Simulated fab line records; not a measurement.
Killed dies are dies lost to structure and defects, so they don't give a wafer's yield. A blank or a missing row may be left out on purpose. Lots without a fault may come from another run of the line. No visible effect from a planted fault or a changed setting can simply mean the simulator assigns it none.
Which tool was responsible? + flow gf180mcu + 33 wafers from 12 lots sampled at 6 of the route's 602 steps

== WHAT THE GAUGES SHOWED, per wafer ==
GF_POLY_GATE_CD_MEAS_10 targets a cd of 280 nm.
| lot  | measured     | on        | cd nm (nm)        |
|------|--------------|-----------|-------------------|
| L106 | day 9 00:24  | cd sem-02 | 279.9 279.8 278.0 |
| L107 | day 9 11:31  | cd sem-01 | 279.5 280.2 281.2 |
| L109 | day 9 23:01  | cd sem-01 | 278.6 279.3 278.9 |
| L117 | day 12 10:42 | cd sem-02 | 281.3 280.3       |
| L118 | day 12 15:34 | cd sem-01 | 280.1 278.2       |
| L119 | day 13 05:04 | cd sem-02 | 280.2 279.4       |
| L124 | day 14 21:27 | cd sem-02 | 278.1 276.3 278.5 |
| L125 | day 15 05:14 | cd sem-02 | 281.0 280.9 281.2 |
| L126 | day 15 05:14 | cd sem-01 | 279.7 279.4 280.0 |
| L127 | day 15 07:18 | cd sem-02 | 281.6 281.5 281.1 |
| L128 | day 16 00:39 | cd sem-01 | 278.1 281.1 281.1 |
| L129 | day 16 10:02 | cd sem-01 | 280.7 280.2 279.8 |

GF_PSD_RS_MEAS_14: measurement is done with a four-point probe.
| lot  | measured     | on            | NSD_RS (ohm/sq)   |
|------|--------------|---------------|-------------------|
| L106 | day 14 01:00 | film metro-01 | 46.29 46.17 46.14 |
| L107 | day 14 15:44 | film metro-04 | 46.20 46.28 46.15 |
| L109 | day 15 04:38 | film metro-01 | 46.21 46.10 46.22 |
| L117 | day 18 01:26 | film metro-01 | 44.45 44.36       |
| L118 | day 18 08:41 | film metro-02 | 44.32 44.46       |
| L119 | day 19 01:21 | film metro-01 | 44.39 46.13       |
| L124 | day 21 00:27 | film metro-02 | 46.20 46.09 46.27 |
| L125 | day 21 06:09 | film metro-02 | 46.31 46.11 46.17 |
| L126 | day 21 07:58 | film metro-02 | 46.30 46.04 46.31 |
| L127 | day 21 10:04 | film metro-02 | 46.13 46.19 46.13 |
| L128 | day 22 03:05 | film metro-04 | 46.25 46.18 46.13 |
| L129 | day 22 16:42 | film metro-04 | 46.25 46.21 46.10 |

GF_PSD_RS_MEAS_15: measurement is done with a four-point probe.
| lot  | measured     | on            | PSD_RS (ohm/sq)      |
|------|--------------|---------------|----------------------|
| L106 | day 14 01:07 | film metro-01 | 108.66 108.82 108.74 |
| L107 | day 14 15:51 | film metro-04 | 108.36 108.98 108.61 |
| L109 | day 15 04:46 | film metro-01 | 108.58 108.21 108.83 |
| L117 | day 18 01:34 | film metro-01 | 104.08 104.37        |
| L118 | day 18 08:49 | film metro-02 | 104.76 105.01        |
| L119 | day 19 01:28 | film metro-01 | 104.69 108.67        |
| L124 | day 21 00:34 | film metro-02 | 108.49 108.39 108.58 |
| L125 | day 21 06:16 | film metro-02 | 108.68 108.52 108.71 |
| L126 | day 21 08:05 | film metro-02 | 108.59 108.39 109.12 |
| L127 | day 21 10:11 | film metro-02 | 108.66 108.97 109.25 |
| L128 | day 22 03:12 | film metro-04 | 108.36 108.46 108.52 |
| L129 | day 22 16:49 | film metro-04 | 108.72 108.90 108.53 |

== TOOL THAT RAN EACH LOT (tool first, then ch and the chambers of the sampled wafers, then the start) ==
| lot  | GF_VT_IMPLANT_STRIP_42               | GF_HV_LDD_ETCHBACK_58              | GF_PSD_RTA_13                    |
|------|--------------------------------------|------------------------------------|----------------------------------|
| L106 | plasma asher-02 ch 0,1, day 7 10:08  | rie diel-04 ch 1,2, day 12 07:28   | rtp anneal-01 ch 0, day 14 00:54 |
| L107 | plasma asher-02 ch 0, day 7 16:33    | rie diel-02 ch 1,2,3, day 12 21:11 | rtp anneal-01 ch 0, day 14 15:38 |
| L109 | plasma asher-01 ch 0,1, day 8 08:17  | rie diel-04 ch 0,2,3, day 13 10:01 | rtp anneal-02 ch 0, day 15 04:28 |
| L117 | plasma asher-04 ch 0,1, day 10 15:15 | rie diel-01 ch 0,3, day 16 04:24   | rtp anneal-02 ch 0, day 18 01:16 |
| L118 | plasma asher-04 ch 0,1, day 10 20:47 | rie diel-04 ch 0,2, day 16 09:38   | rtp anneal-02 ch 0, day 18 08:31 |
| L119 | plasma asher-01 ch 0,1, day 11 04:56 | rie diel-04 ch 1,2, day 17 01:49   | rtp anneal-02 ch 0, day 19 01:12 |
| L124 | plasma asher-04 ch 0,1, day 12 21:05 | rie diel-02 ch 0,2,3, day 19 00:07 | rtp anneal-01 ch 0, day 21 00:22 |
| L125 | plasma asher-02 ch 0,1, day 13 03:58 | rie diel-01 ch 1,2, day 19 05:32   | rtp anneal-01 ch 0, day 21 06:03 |
| L126 | plasma asher-02 ch 0,1, day 13 05:20 | rie diel-04 ch 1,3, day 19 06:47   | rtp anneal-02 ch 0, day 21 07:53 |
| L127 | plasma asher-02 ch 0,1, day 13 08:32 | rie diel-04 ch 0,1,3, day 19 09:17 | rtp anneal-01 ch 0, day 21 09:52 |
| L128 | plasma asher-01 ch 0,1, day 13 23:20 | rie diel-01 ch 0,1,2, day 20 03:21 | rtp anneal-02 ch 0, day 22 03:00 |
| L129 | plasma asher-01 ch 0,1, day 14 09:32 | rie diel-01 ch 1,2,3, day 20 17:47 | rtp anneal-02 ch 0, day 22 16:37 |
- GF_VT_IMPLANT_STRIP_42: strips in O2/N2.
- GF_HV_LDD_ETCHBACK_58: etches Si3N4 in CH3F/O2, stops on SiO2, time 100 s, target depth 90 nm.
- GF_PSD_RTA_13: time 20 s.

== AS READ BY THE TOOLS THEMSELVES (means over the sampled wafers that have a number; for cases with no such wafer, the mark the record gives instead) ==
GF_VT_IMPLANT_STRIP_42.
| lot  | tool            | drypump motor current A (A) | heater power w (W) | oes product au (a.u.) | strip time to endpoint s (s) |
|------|-----------------|-----------------------------|--------------------|-----------------------|------------------------------|
| L106 | plasma asher-02 | 6.2                         | 357                | 0.713                 | 12.59                        |
| L107 | plasma asher-02 | 6.5                         | 385                | 0.713                 | 12.54                        |
| L109 | plasma asher-01 | 6.3                         | 301                | 0.716                 | 12.62                        |
| L117 | plasma asher-04 | 5.4                         | 338                | 0.713                 | 12.61                        |
| L118 | plasma asher-04 | 5.4                         | 338                | 0.720                 | 12.62                        |
| L119 | plasma asher-01 | 6.2                         | 312                | 0.710                 | 12.58                        |
| L124 | plasma asher-04 | 5.3                         | 343                | 0.715                 | 12.66                        |
| L125 | plasma asher-02 | 5.8                         | 330                | 0.716                 | 12.65                        |
| L126 | plasma asher-02 | 5.8                         | 327                | 0.715                 | 12.58                        |
| L127 | plasma asher-02 | 6.2                         | 359                | 0.719                 | 12.64                        |
| L128 | plasma asher-01 | 6.2                         | 320                | 0.713                 | 12.63                        |
| L129 | plasma asher-01 | 6.2                         | 320                | 0.719                 | 12.66                        |

GF_HV_LDD_ETCHBACK_58.
| lot  | tool        | drypump motor current A (A) | oes product au (a.u.) | throttle valve pct (%) |
|------|-------------|-----------------------------|-----------------------|------------------------|
| L106 | rie diel-04 | 5.4                         | 0.841                 | 10.560                 |
| L107 | rie diel-02 | 5.6                         | 0.829                 | 10.564                 |
| L109 | rie diel-04 | 5.3                         | 0.843                 | 10.566                 |
| L117 | rie diel-01 | 5.8                         | 0.850                 | 10.564                 |
| L118 | rie diel-04 | 5.2                         | 0.837                 | 10.555                 |
| L119 | rie diel-04 | 5.2                         | 0.848                 | 10.568                 |
| L124 | rie diel-02 | 5.8                         | 0.846                 | 10.568                 |
| L125 | rie diel-01 | 5.4                         | 0.844                 | 10.571                 |
| L126 | rie diel-04 | 5.5                         | 0.845                 | 10.562                 |
| L127 | rie diel-04 | 5.5                         | 0.848                 | 10.562                 |
| L128 | rie diel-01 | 5.5                         | 0.842                 | 10.568                 |
| L129 | rie diel-01 | 5.9                         | 0.855                 | 10.564                 |

GF_PSD_RTA_13.
| lot  | tool          | lamp power pct (%) | run length s (s) | wafer_temp_C_max |
|------|---------------|--------------------|------------------|------------------|
| L106 | rtp anneal-01 | 34.7               | 48.9             | 1029.7           |
| L107 | rtp anneal-01 | 34.7               | 48.9             | 1030.4           |
| L109 | rtp anneal-02 | 34.0               | 50.6             | 1030.1           |
| L117 | rtp anneal-02 | 34.0               | 59.2             | 1028.3           |
| L118 | rtp anneal-02 | 34.0               | 59.0             | 1029.7           |
| L119 | rtp anneal-02 | 34.0               | 54.8             | 1029.4           |
| L124 | rtp anneal-01 | 34.7               | 49.0             | 1029.7           |
| L125 | rtp anneal-01 | 34.7               | 49.1             | 1030.5           |
| L126 | rtp anneal-02 | 34.0               | 48.3             | 1029.0           |
| L127 | rtp anneal-01 | 34.7               | 48.9             | 1029.5           |
| L128 | rtp anneal-02 | 34.0               | 48.0             | 1030.0           |
| L129 | rtp anneal-02 | 34.0               | 48.1             | 1029.1           |

== THE ANSWER, worked out from the rows above alone ==
Rule: the usual values come from the lots themselves. Put in order of their means at a reading, lots are off if they are a third of the lots or fewer, leave a main group of 4 or more, and stand apart from it by a gap of 3 or more times the standard deviation of the main group's means; of several such gaps the widest counts. A main group whose means are all the same, to the digits that the tables above print for the reading, isn't used. A lot without any number at a reading at which 4 lots or more have one is off too. The other lots that the step has rows for count as sound. After the gauges, taken in route order, come the tools' own readings; for these a lot's mean is taken, as printed above. The first step at which some lot is off is used, and at that step the reading that is off furthest; a lot without a number counts as furthest.
Off: at GF_PSD_RS_MEAS_14 (NSD_RS), L117, L118, L119. Main group: mean 46.19 ohm/sq, sd 0.018.
A tool fits if, at a process step before that reading, it ran every lot that is off, and no sound lot after the first of them. The gauges at GF_PSD_RS_MEAS_14 aren't tried: what is off there is off at GF_PSD_RTA_13 too, on other tools, and a gauge's error can't cause that. Of those tried, none fits.

== WHAT THE SIMULATOR HAD PUT IN ==
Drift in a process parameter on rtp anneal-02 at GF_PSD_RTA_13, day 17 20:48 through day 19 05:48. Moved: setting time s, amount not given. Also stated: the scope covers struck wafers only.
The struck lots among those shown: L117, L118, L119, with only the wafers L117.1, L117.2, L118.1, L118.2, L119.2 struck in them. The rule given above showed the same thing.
